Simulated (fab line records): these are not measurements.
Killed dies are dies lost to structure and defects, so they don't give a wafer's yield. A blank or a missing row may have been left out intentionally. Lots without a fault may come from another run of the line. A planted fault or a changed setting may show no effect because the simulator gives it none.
Which tool was responsible? | flow sky130 | 21 wafers from 7 lots sampled at 4 of the route's 708 steps

== WHAT EACH GAUGE READ, for each wafer ==
SKY_VT_ADJUST_HVTP_TW_MEAS_11.
lot  | measured     | on           | VT_ADJUST_HVTP_TW
L423 | day 6 14:35  | filmMetro-04 | 1347 1352 1347
L427 | day 7 17:57  | filmMetro-01 | 1327 1328 1327
L430 | day 8 09:15  | filmMetro-04 | 1367 1355 1357
L432 | day 9 02:35  | filmMetro-01 | 1322 1313 1324
L435 | day 10 02:59 | filmMetro-02 | 1344 1339 1344
L440 | day 11 06:55 | filmMetro-02 | 1337 1337 1348
L444 | day 12 07:13 | filmMetro-04 | 30 30 30

== EACH LOT AND THE TOOL THAT RAN IT (in order: tool; ch and the chambers of the sampled wafers; start) ==
lot  | SKY_NWELL_STRIP_25                  | SKY_NWELL_RTA_28                | SKY_VT_ADJUST_HVTP_STRIP_10
L423 | plasmaAsher-02 ch 0,1, day 5 19:04  | rtpAnneal-02 ch 0, day 5 19:17  | plasmaAsher-04 ch 0,1, day 6 14:29
L427 | plasmaAsher-03 ch 0,1, day 6 21:25  | rtpAnneal-02 ch 0, day 6 21:43  | plasmaAsher-01 ch 0,1, day 7 17:50
L430 | plasmaAsher-04 ch 0,1, day 7 12:21  | rtpAnneal-02 ch 0, day 7 12:34  | plasmaAsher-04 ch 0,1, day 8 09:10
L432 | plasmaAsher-03 ch 1, day 8 04:14    | rtpAnneal-01 ch 0, day 8 04:27  | plasmaAsher-02 ch 0,1, day 9 02:29
L435 | plasmaAsher-04 ch 0,1, day 9 04:25  | rtpAnneal-01 ch 0, day 9 04:37  | plasmaAsher-02 ch 0,1, day 10 02:53
L440 | plasmaAsher-03 ch 0,1, day 10 07:02 | rtpAnneal-02 ch 0, day 10 07:16 | plasmaAsher-04 ch 0,1, day 11 06:48
L444 | plasmaAsher-02 ch 0,1, day 11 06:07 | rtpAnneal-02 ch 0, day 11 06:20 | plasmaAsher-01 ch 0,1, day 12 07:07
- SKY_NWELL_STRIP_25: strips in O2/N2.
- SKY_NWELL_RTA_28: time 30 s.
- SKY_VT_ADJUST_HVTP_STRIP_10: strips in O2/N2.

== THE ANSWER, worked out from the rows above alone ==
Rule: the usual values come from the lots themselves. The widest of any qualifying gaps counts: lots, ordered by their means at a reading, are off when they make up no more than a third of the lots, leave a main group of 4 or more, and stand apart from it by 3 or more times the standard deviation of that group's means. Not used: any main group whose means are identical at the precision the tables above print for the reading. A lot without any number at a reading at which 4 lots or more have one is off too. The other lots that the step has rows for count as sound.
Off: at SKY_VT_ADJUST_HVTP_TW_MEAS_11 (VT_ADJUST_HVTP_TW), L444. Main group: mean 1340, sd 13.
If a tool, at a process step before that reading, ran all the lots that are off and no sound lot after the first of them, it fits. Gauges at SKY_VT_ADJUST_HVTP_TW_MEAS_11: tried the same way as those tools. Can't be told from this: 4 tools fit, plasmaAsher-02 at SKY_NWELL_STRIP_25, rtpAnneal-02 at SKY_NWELL_RTA_28, plasmaAsher-01 at SKY_VT_ADJUST_HVTP_STRIP_10, filmMetro-04 at SKY_VT_ADJUST_HVTP_TW_MEAS_11.

== WHAT THE SIMULATOR PUT IN ==
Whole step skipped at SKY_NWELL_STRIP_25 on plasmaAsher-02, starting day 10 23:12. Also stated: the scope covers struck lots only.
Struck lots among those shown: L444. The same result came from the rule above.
